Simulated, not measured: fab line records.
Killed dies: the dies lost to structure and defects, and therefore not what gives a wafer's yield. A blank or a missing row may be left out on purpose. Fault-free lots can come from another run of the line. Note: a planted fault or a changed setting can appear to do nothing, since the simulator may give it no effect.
2 desks looking at one fault ; flow gf180mcu ; every desk sees just its own numbers, and what lay behind them comes last

TOOL OWNER'S DESK, cvd_w-01
The tool's own readings at GF_V2_CVD_23 (deposits W, target thk 350 nm, time 104.94 s): means of the sampled wafers that have a number, for each lot that ran on this tool. The brackets show how far a lot's mean lies from the usual mean; more than 4 standard deviations puts the lot out of limits, marked OUT.
Columns: A = heater_power_w at GF_V2_CVD_23, usual 864 W
lot;first seen here;A
L285;day 20 15:10;872
L287;day 21 12:57;843
L289;day 22 02:10;883
L293;day 23 11:23;923
L294;day 23 18:50;842
L301;day 26 21:25;860
L303;day 27 07:54;898
L305;day 27 17:22;937
Result from this desk: across the 8 lots, nothing is out of limits.

THE METROLOGY DESK
Means of the sampled wafers that have a number, per lot and without regard to the tool the lot ran on: this is what the gauges read. The brackets show how far a lot's mean lies from the usual mean; more than 4 standard deviations puts the lot out of limits, marked OUT.
Columns: A = V2_CVD_02_THK at GF_V2_THK_MEAS_03, usual 849 nm; B = V2_W_RS at GF_V2_RS_MEAS_24, usual 0.327 ohm/sq; C = V2_W_THK at GF_V2_THK_MEAS_25, usual 346 nm; D = cd_nm at GF_M3_CD_MEAS_14, usual 280.2 nm
lot;first seen here;A;B;C;D
L285;day 19 14:38;858;0.324;346;280.5
L287;day 20 11:34;844;0.325;344;281.7
L289;day 21 01:37;839;0.322;353;281.9
L293;day 22 11:14;854;0.367 (+8.9) OUT;314 (-6.2) OUT;283.2
L294;day 22 18:55;853;0.361 (+7.6) OUT;320 (-5.0) OUT;280.1
L301;day 25 23:00;859;0.324;348;279.2
L302;day 26 08:59;838;0.328;344;281.2
L303;day 26 09:05;831;0.329;339;280.1
L305;day 26 19:14;842;0.326;346;281.2
L304;day 27 03:55;850;0.331;342;280.7
L307;day 27 14:50;848;0.331;343;280.2
This desk finds L293, L294 out of limits, with the earliest case on L293 at day 23 11:31 (V2_W_RS at GF_V2_RS_MEAS_24). Within limits: L285, L287, L289, L301, L302, L303, L305, L304, L307.

PUT TOGETHER
The metrology desk could have raised an alarm at day 23 11:31, on L293, L294.
Nothing out of limits was seen by the tool owner's desk.
The tool owner's desk has L293, L294 on record, within its limits.
Every lot named ran GF_V2_CVD_23 on cvd_w-01.

WHAT THE SIMULATOR HAD PUT IN
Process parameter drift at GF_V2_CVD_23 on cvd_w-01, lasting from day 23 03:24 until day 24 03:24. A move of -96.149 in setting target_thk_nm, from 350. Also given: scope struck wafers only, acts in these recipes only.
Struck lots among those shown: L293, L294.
Time in hours between the start of the fault and the first out-of-limits reading at each desk: metrology desk, 8.
